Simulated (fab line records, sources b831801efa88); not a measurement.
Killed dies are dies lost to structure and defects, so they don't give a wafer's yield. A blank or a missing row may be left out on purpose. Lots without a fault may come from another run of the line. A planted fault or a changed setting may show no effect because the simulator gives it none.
Split-lot experiment | flow sfq_line | 5 lots, 23 wafers read, on a route of 325 steps

THE SPLIT
At SFQ_TRILAYER_I0_VIA_LITHO_PEB_034 (peb time 60 s), the setting peb_time_s was moved away from the recipe's 60 s on 8 of the 23 wafers read, by -15.0% to +14.2%. The other wafers ran this setting at the recipe's value.

FROM THE SPLIT TO THE READING: what the file shows between them, 2 steps
- SFQ_TRILAYER_I0_VIA_LITHO_DEVELOP_033: time 60 s
- SFQ_TRILAYER_I0_VIA_BARC_OPEN_VIA_ETCH_046: etches BARC in O2, target depth 125 nm, time 41.7 s

THE READING
I0.cd_nm (the simulator's own value, which no gauge read), in nm, at SFQ_TRILAYER_I0_VIA_ETCH_VIA_ETCH_034 (etches SiO2 in CHF3, stops on Nb, target depth 260 nm). The file gives no usual value for it. The 15 wafers here that ran the recipe average 500.4 nm, standard deviation 1.9 nm.

wafer  | tool, chamber at the split | peb_time_s as run, s | against the recipe | I0.cd_nm, nm | against lot-mates on the recipe
L074.2 | litho_track-04, 0          | 60                   | recipe             | 499.7        | -
L074.3 | litho_track-04, 0          | 62.88                | +4.8%              | 505.7        | +4.8
L074.4 | litho_track-04, 0          | 60                   | recipe             | 502.1        | -
L074.5 | litho_track-04, 0          | 62.88                | +4.8%              | 506.3        | +5.4
L074.6 | litho_track-04, 0          | 62.88                | +4.8%              | 506.5        | +5.6
L076.1 | litho_track-03, 0          | 68.55                | +14.2%             | 516.3        | +20.1
L076.2 | litho_track-03, 0          | 60                   | recipe             | 496.9        | -
L076.3 | litho_track-03, 0          | 60                   | recipe             | 495.5        | -
L076.4 | litho_track-03, 0          | 68.55                | +14.2%             | 513.6        | +17.4
L076.6 | litho_track-03, 0          | 68.55                | +14.2%             | 514.1        | +17.9
L077.2 | litho_track-01, 0          | 60                   | recipe             | 499.9        | -
L077.3 | litho_track-01, 0          | 60                   | recipe             | 502.1        | -
L077.4 | litho_track-01, 0          | 60                   | recipe             | 502.3        | -
L077.5 | litho_track-01, 0          | 60                   | recipe             | 501.3        | -
L077.6 | litho_track-01, 0          | 60                   | recipe             | 499.5        | -
L079.1 | litho_track-04, 0          | 60                   | recipe             | 499.5        | -
L079.3 | litho_track-04, 0          | 60                   | recipe             | 501.5        | -
L079.4 | litho_track-04, 0          | 51.02                | -15.0%             | 475.9        | -24.7
L079.5 | litho_track-04, 0          | 51.02                | -15.0%             | 477.9        | -22.7
L079.6 | litho_track-04, 0          | 60                   | recipe             | 500.8        | -
L083.1 | litho_track-03, 0          | 60                   | recipe             | 500.8        | -
L083.2 | litho_track-03, 0          | 60                   | recipe             | 502.3        | -
L083.6 | litho_track-03, 0          | 60                   | recipe             | 501.3        | -

THE FIT
A straight line over all 23 wafers: I0.cd_nm changes by +1.26 nm for each +1% of peb_time_s; r = +0.97; the points scatter about the line by 2.4 nm.
The same after taking each lot's own level away (the mean of its wafers on the recipe; 23 wafers): +1.41 nm for each +1%; r = +0.99; scatter 1.4 nm.
On that fit, the largest move of peb_time_s shifts the reading by 21 nm.
The lots' own levels span 496.20 to 501.47 nm, that is 2.8 times the standard deviation above.
So the lot-to-lot level changes the slope: the two fits differ.
Check: with one of the wafers moved furthest among these (-15.0%) left out of the fit, the line predicts -20.7 nm for it against its lot-mates. It came out at -24.7 nm against them.

OTHER SPLITS ON THESE WAFERS
These wafers also went through other splits before the reading. Each is held against what the fit with the lots' levels taken away leaves over:
other split on the same wafers                  | wafers away from the commonest value | r with I0.cd_nm (lot level and that fit taken away)
SFQ_TRILAYER_L0_LITHO_PEB_008 peb_temp_c        | 10                                   | -0.03
SFQ_TRILAYER_L0_BARC_OPEN_METAL_ETCH_010 time_s | 7                                    | -0.11
SFQ_TRILAYER_L0_VIA_LITHO_PEB_016 peb_time_s    | 10                                   | +0.04
SFQ_TRILAYER_M0_DEP_SPUTTER_019 time_s          | 11                                   | -0.09
SFQ_TRILAYER_M0_LITHO_EXPOSE_022 dose_mj        | 11                                   | -0.30
SFQ_TRILAYER_I0_CMP_CMP_028 leave_above_ref_nm  | 9                                    | -0.02

THE WHOLE CHAIN: every reading that the file lists as answering this split, in the file's order
step                                       | what it does                                          | reading                                                   | change (the file's fit)              | r (the file's)
SFQ_TRILAYER_I0_VIA_BARC_OPEN_VIA_ETCH_046 | etches BARC in O2, target depth 125 nm, time 41.7 s   | I0.cd_nm (the simulator's own value, which no gauge read) | +1.49 nm for each +1% of the setting | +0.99
SFQ_TRILAYER_I0_VIA_ETCH_VIA_ETCH_034      | etches SiO2 in CHF3, stops on Nb, target depth 260 nm | I0.cd_nm (the simulator's own value, which no gauge read) | +1.43 nm for each +1% of the setting | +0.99

THE FILE'S OWN FIT
I0.cd_nm changes by +1.43 nm for each +1% of peb_time_s, r = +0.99.
